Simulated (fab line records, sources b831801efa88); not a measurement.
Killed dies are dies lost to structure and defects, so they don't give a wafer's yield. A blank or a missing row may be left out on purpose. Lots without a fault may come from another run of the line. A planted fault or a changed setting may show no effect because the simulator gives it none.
Which tool did it? | flow sky130 | 11 lots, 33 wafers sampled, at 3 steps of a route of 708

WHAT THE GAUGES READ, wafer by wafer
SKY_VIA1_THK_MEAS_23: measures by xrf. Usual: VIA1_W_THK 267 nm, standard deviation 3.7.
lot  | measured     | on            | VIA1_W_THK (nm) | flag
L658 | day 34 03:57 | film_metro-03 | 263 263 262     |
L659 | day 34 11:36 | film_metro-03 | 272 267 267     |
L660 | day 34 22:00 | film_metro-02 | 268 265 269     |
L662 | day 35 17:10 | film_metro-01 | 263 260 264     |
L663 | day 35 21:46 | film_metro-02 | 266 268 261     |
L672 | day 38 13:13 | film_metro-01 | 257 265 263     |
L674 | day 39 03:20 | film_metro-02 | 270 268 265     |
L676 | day 39 19:54 | film_metro-02 | 272 269 275     |
L677 | day 40 00:37 | film_metro-03 | 266 263 270     |
L678 | day 40 13:04 | film_metro-02 | 269 276 268     |
L680 | day 42 01:14 | film_metro-02 | 272 275 276     |

WHICH TOOL RAN EACH LOT (tool, then ch and the chambers of the sampled wafers, then the start)
lot  | SKY_METAL1_SPUTTER_03        | SKY_METAL1_DESCUM_17
L658 | pvd_sputter-03, day 31 19:56 | rie_metal-01 ch 0, day 32 22:42
L659 | pvd_sputter-01, day 32 03:09 | rie_metal-02 ch 0,1, day 33 07:11
L660 | pvd_sputter-03, day 32 13:07 | rie_metal-02 ch 0,1, day 33 17:01
L662 | pvd_sputter-02, day 33 09:11 | rie_metal-03 ch 0, day 34 11:48
L663 | pvd_sputter-01, day 33 14:48 | rie_metal-03 ch 0, day 34 17:16
L672 | pvd_sputter-03, day 36 06:35 | rie_metal-03 ch 0,1, day 37 08:46
L674 | pvd_sputter-03, day 36 21:23 | rie_metal-02 ch 0,1, day 38 00:01
L676 | pvd_sputter-01, day 37 14:34 | rie_metal-02 ch 0,1, day 38 15:59
L677 | pvd_sputter-03, day 37 19:11 | rie_metal-01 ch 0,1, day 38 21:24
L678 | pvd_sputter-01, day 38 09:41 | rie_metal-03 ch 0,1, day 39 11:11
L680 | pvd_sputter-01, day 39 22:38 | rie_metal-01 ch 0,1, day 40 23:22
- SKY_METAL1_SPUTTER_03: material Ti, target thk 5 nm, time 3.3 s.
- SKY_METAL1_DESCUM_17: chemistry O2, time 8 s.

WHAT THE TOOLS THEMSELVES READ (means of the sampled wafers that have a number; where no wafer has one, the mark that the record gives instead)
SKY_METAL1_SPUTTER_03. Usual: throttle_valve_pct 30.2 %, standard deviation 1.
lot  | tool           | throttle_valve_pct (%) | flag
L658 | pvd_sputter-03 | 30.9                   |
L659 | pvd_sputter-01 | 31.1                   |
L660 | pvd_sputter-03 | 29.4                   |
L662 | pvd_sputter-02 | 28.3                   |
L663 | pvd_sputter-01 | 30.7                   |
L672 | pvd_sputter-03 | 30.2                   |
L674 | pvd_sputter-03 | 29.3                   |
L676 | pvd_sputter-01 | 30.5                   |
L677 | pvd_sputter-03 | 30.4                   |
L678 | pvd_sputter-01 | 31.0                   |
L680 | pvd_sputter-01 | 30.7                   |

SKY_METAL1_DESCUM_17. Usual: chamber_pressure_mTorr 10.000 mTorr, standard deviation 0.0083; drypump_motor_current_A 5.7 A, standard deviation 0.35; oes_product_au 0.991 a.u., standard deviation 0.014.
lot  | tool         | chamber_pressure_mTorr (mTorr) | drypump_motor_current_A (A) | oes_product_au (a.u.) | flag
L658 | rie_metal-01 | 10.005                         | 5.4                         | 0.974                 |
L659 | rie_metal-02 | 10.000                         | 5.9                         | 0.994                 |
L660 | rie_metal-02 | 9.995                          | 5.9                         | 0.998                 |
L662 | rie_metal-03 | 10.004                         | 6.0                         | 0.994                 |
L663 | rie_metal-03 | 9.993                          | 6.0                         | 0.992                 |
L672 | rie_metal-03 | 9.999                          | 5.6                         | 0.991                 |
L674 | rie_metal-02 | 10.003                         | 5.9                         | 0.999                 |
L676 | rie_metal-02 | 9.996                          | 6.0                         | 0.999                 |
L677 | rie_metal-01 | 10.006                         | 5.4                         | 0.987                 |
L678 | rie_metal-03 | 9.999                          | 5.2                         | 0.990                 |
L680 | rie_metal-01 | 10.001                         | 5.4                         | 0.981                 |

THE ANSWER, worked out from the rows above alone
Rule: a lot is off if the mean of its wafers that have a number lies more than 3 standard deviations from the usual mean. A lot without any number at a reading at which 4 lots or more have one is off too. The other lots that the step has rows for count as sound. The gauges are gone through in route order, then the tools' own readings, and for those a lot's mean is taken as printed above. The first step at which some lot is off is used, and at that step the reading that is off furthest; a lot without a number counts as furthest.
No lot is off at any reading shown: from this, nothing can be told.

WHAT THE SIMULATOR HAD PUT IN
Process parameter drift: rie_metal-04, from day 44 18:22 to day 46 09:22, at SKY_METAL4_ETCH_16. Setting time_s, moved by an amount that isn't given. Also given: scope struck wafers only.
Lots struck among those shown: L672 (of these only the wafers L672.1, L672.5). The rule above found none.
